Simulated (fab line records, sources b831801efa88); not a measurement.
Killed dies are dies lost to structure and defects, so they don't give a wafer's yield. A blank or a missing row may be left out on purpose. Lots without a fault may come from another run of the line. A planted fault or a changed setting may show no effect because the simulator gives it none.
One fault seen from 2 desks | flow sky130 | each desk has only its own numbers; what lay behind them comes last

THE METROLOGY DESK
What the gauges read, lot by lot, whatever tool the lot ran on: means of the sampled wafers that have a number. A lot is out of limits, marked OUT, if its mean lies more than 4 standard deviations from the usual mean; the brackets give that distance.
Columns: A = FIELD_ISO_OXIDATION_01_THK at SKY_FIELD_ISO_THK_MEAS_23, usual 10.06 nm; B = VT_ADJUST_LVTN_TW at SKY_VT_ADJUST_LVTN_TW_MEAS_10, usual 240.1
lot  | first seen here | A     | B
L714 | day 2 18:40     | 10.23 | 242.6
L715 | day 3 00:17     | 10.18 | 242.1
L716 | day 3 00:18     | 10.14 | 238.1
L719 | day 3 19:28     | 10.35 | 241.5
L720 | day 3 22:08     | 10.29 | 240.9
L724 | day 4 20:39     | 9.89  | 239.7
L726 | day 5 02:29     | 9.75  | 239.8
L727 | day 5 06:53     | 9.95  | 240.0
L733 | day 6 15:28     | 10.37 | 240.3
L734 | day 6 22:31     | 9.85  | 239.0
L735 | day 7 03:52     | 10.15 | 239.7
L736 | day 7 07:37     | 10.03 | 239.6
This desk's finding: nothing out of limits on any of the 12 lots.

THE TOOL OWNER'S DESK: lpcvd-02
The tool's own readings at SKY_FIELD_ISO_CVD_03 (deposits Si3N4 from DCS/NH3, target thk 165 nm, time 2830 s): means of the sampled wafers that have a number, for each lot that ran on this tool. A lot is out of limits, marked OUT, if its mean lies more than 4 standard deviations from the usual mean; the brackets give that distance.
Columns: A = pressure_mtorr at SKY_FIELD_ISO_CVD_03, usual 250.0 mTorr; B = spike_tc_bottom_C at SKY_FIELD_ISO_CVD_03, usual 794.3 C; C = spike_tc_centre_C at SKY_FIELD_ISO_CVD_03, usual 770.6 C
lot  | first seen here | A     | B     | C
L714 | day 1 19:54     | 250.6 | 793.7 | 770.2
L715 | day 2 04:42     | 249.8 | 794.4 | 771.2
L716 | day 2 04:42     | 250.2 | 795.7 | 771.3
L719 | day 2 22:23     | 249.6 | 793.8 | 769.1
L720 | day 3 01:44     | 249.9 | 794.4 | 770.8
L724 | day 3 22:46     | 249.9 | 794.9 | 771.1
L726 | day 4 05:07     | 250.3 | 795.0 | 771.0
L727 | day 4 09:41     | 250.3 | 792.7 | 770.7
L733 | day 5 15:41     | 249.9 | 794.5 | 771.8
L734 | day 5 21:17     | 249.8 | 795.4 | 771.8
L735 | day 6 03:35     | 250.1 | 795.3 | 770.7
L736 | day 6 08:31     | 250.2 | 793.9 | 769.5
This desk's finding: nothing out of limits on any of the 12 lots.

PUT TOGETHER
The metrology desk saw nothing out of limits.
The tool owner's desk saw nothing out of limits.

WHAT THE SIMULATOR HAD PUT IN
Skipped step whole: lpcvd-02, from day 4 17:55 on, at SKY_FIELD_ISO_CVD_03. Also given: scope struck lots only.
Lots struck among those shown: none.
